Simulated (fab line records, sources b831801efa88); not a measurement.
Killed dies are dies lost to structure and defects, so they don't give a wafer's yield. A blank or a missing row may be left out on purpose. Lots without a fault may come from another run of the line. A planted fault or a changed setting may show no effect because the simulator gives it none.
Which tool did it? | flow gf180mcu | 6 lots, 18 wafers sampled, at 3 steps of a route of 602

WHAT THE GAUGES READ, wafer by wafer
GF_HV_LDD_TW_MEAS_50.
lot  | measured     | on            | HV_LDD_4_TW
L460 | day 13 00:05 | film_metro-02 | 573 575 574
L462 | day 13 19:25 | film_metro-02 | 573 575 574
L464 | day 14 06:40 | film_metro-02 | 512 507 507
L472 | day 17 04:41 | film_metro-04 | 560 562 566
L474 | day 17 17:41 | film_metro-02 | 573 575 573
L476 | day 18 09:13 | film_metro-04 | 558 561 558

WHICH TOOL RAN EACH LOT (tool, then ch and the chambers of the sampled wafers, then the start)
lot  | GF_VT_IMPLANT_STRIP_31               | GF_HV_LDD_IMPLANT_48
L460 | plasma_asher-03 ch 0,1, day 7 07:25  | implanter-02 ch 0, day 12 23:50
L462 | plasma_asher-02 ch 0,1, day 7 20:49  | implanter-03 ch 0, day 13 19:10
L464 | plasma_asher-01 ch 0,1, day 8 12:26  | implanter-03 ch 0, day 14 06:27
L472 | plasma_asher-01 ch 0,1, day 10 19:46 | implanter-03 ch 0, day 17 04:27
L474 | plasma_asher-02 ch 0,1, day 11 05:40 | implanter-03 ch 0, day 17 17:26
L476 | plasma_asher-02 ch 0,1, day 11 19:27 | implanter-02 ch 0, day 18 08:58
- GF_VT_IMPLANT_STRIP_31: strips in O2/N2.
- GF_HV_LDD_IMPLANT_48

THE ANSWER, worked out from the rows above alone
Rule: what is usual is taken from the lots themselves. Put in order of their means at a reading, lots are off if they are a third of the lots or fewer, leave a main group of 4 or more, and stand apart from it by a gap of 3 or more times the standard deviation of the main group's means; of several such gaps the widest counts. A main group whose means are all the same, to the digits that the tables above print for the reading, isn't used. A lot without any number at a reading at which 4 lots or more have one is off too. The other lots that the step has rows for count as sound.
Off: L464, at GF_HV_LDD_TW_MEAS_50 (HV_LDD_4_TW). The main group: mean 569, standard deviation 6.5.
A tool fits if, at a process step before that reading, it ran every lot that is off, and no sound lot after the first of them. The gauges at GF_HV_LDD_TW_MEAS_50 are tried like those tools. None of those tried fits.

WHAT THE SIMULATOR HAD PUT IN
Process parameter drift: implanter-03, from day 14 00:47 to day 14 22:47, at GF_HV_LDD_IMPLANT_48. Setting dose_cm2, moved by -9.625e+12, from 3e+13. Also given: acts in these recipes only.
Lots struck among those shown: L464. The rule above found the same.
